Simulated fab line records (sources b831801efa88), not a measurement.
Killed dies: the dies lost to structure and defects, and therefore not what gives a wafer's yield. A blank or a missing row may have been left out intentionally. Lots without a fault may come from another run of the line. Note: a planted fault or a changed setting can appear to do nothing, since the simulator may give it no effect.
2 desks, one fault | flow sky130 | numbers are kept per desk, each desk with only its own; the story behind them comes last

## THE TOOL OWNER'S DESK: furnace-02
The tool's own readings at SKY_SONOS_ONO_OXIDATION_00 (stabilise 600 s, purge 300 s, target thk 2.6 nm): means of the sampled wafers that have a number, for each lot that ran on this tool. Marked OUT: a lot whose mean sits more than 4 standard deviations from the usual mean, which makes it out of limits; the brackets give that distance.
Columns: A = zone power centre pct at SKY_SONOS_ONO_OXIDATION_00, usual 15.0 %
lot  | first seen here | A
L826 | day 12 04:29    | 14.4
L827 | day 12 08:45    | 14.4
L828 | day 12 23:58    | 14.4
L832 | day 14 10:29    | 14.5
L840 | day 17 02:18    | 14.5
L841 | day 17 02:18    | 14.5
This desk's verdict: no lot among the 6 shows anything out of limits.

## THE METROLOGY DESK
Lot by lot, what the gauges showed, no matter which tool ran the lot: averages of those sampled wafers that carry a number. Marked OUT: a lot whose mean sits more than 4 standard deviations from the usual mean, which makes it out of limits; the brackets give that distance.
Columns: A = SONOS_ONO_OXIDATION_THK at SKY_SONOS_ONO_THK_MEAS_01, usual 2.61 nm; B = GATE_OXIDE_OVL at SKY_GATE_OXIDE_OVL_MEAS_10, usual 0.6 nm
lot  | first seen here | A               | B
L825 | day 11 22:58    | 2.65            | -0.6
L826 | day 12 05:50    | 2.59            | 1.9
L827 | day 12 10:07    | 2.65            | 2.8
L828 | day 13 01:21    | 2.64            | 1.7
L832 | day 14 11:50    | 2.62            | 1.1
L836 | day 15 18:31    | 2.53            | 1.3
L838 | day 16 09:25    | 2.60            | 1.5
L839 | day 16 15:37    | 2.58            | -1.0
L840 | day 17 03:38    | 2.97 (+6.3) OUT | 0.8
L841 | day 17 03:40    | 2.91 (+5.2) OUT | -0.2
L842 | day 17 11:10    | 2.67            | 1.4
L846 | day 18 19:59    | 2.60            | 1.7
Finding of this desk: L840, L841 out of limits, first seen on L840 at day 17 03:38 (SONOS_ONO_OXIDATION_THK at SKY_SONOS_ONO_THK_MEAS_01). L825, L826, L827, L828, L832, L836, L838, L839, L842, L846 stayed within limits.

## TAKEN TOGETHER
L840, L841 would have let the metrology desk raise an alarm at day 17 03:38.
The desk of the tool owner found nothing out of limits.
Tool owner's desk: L840, L841 on record, inside its limits.
On furnace-02, each named lot ran SKY_SONOS_ONO_OXIDATION_00.

## WHAT WAS PUT IN BY THE SIMULATOR
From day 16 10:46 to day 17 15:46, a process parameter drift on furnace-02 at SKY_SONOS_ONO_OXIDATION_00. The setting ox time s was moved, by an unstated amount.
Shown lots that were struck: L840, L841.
Time in hours between the start of the fault and the first out-of-limits reading at each desk: metrology desk, 17.
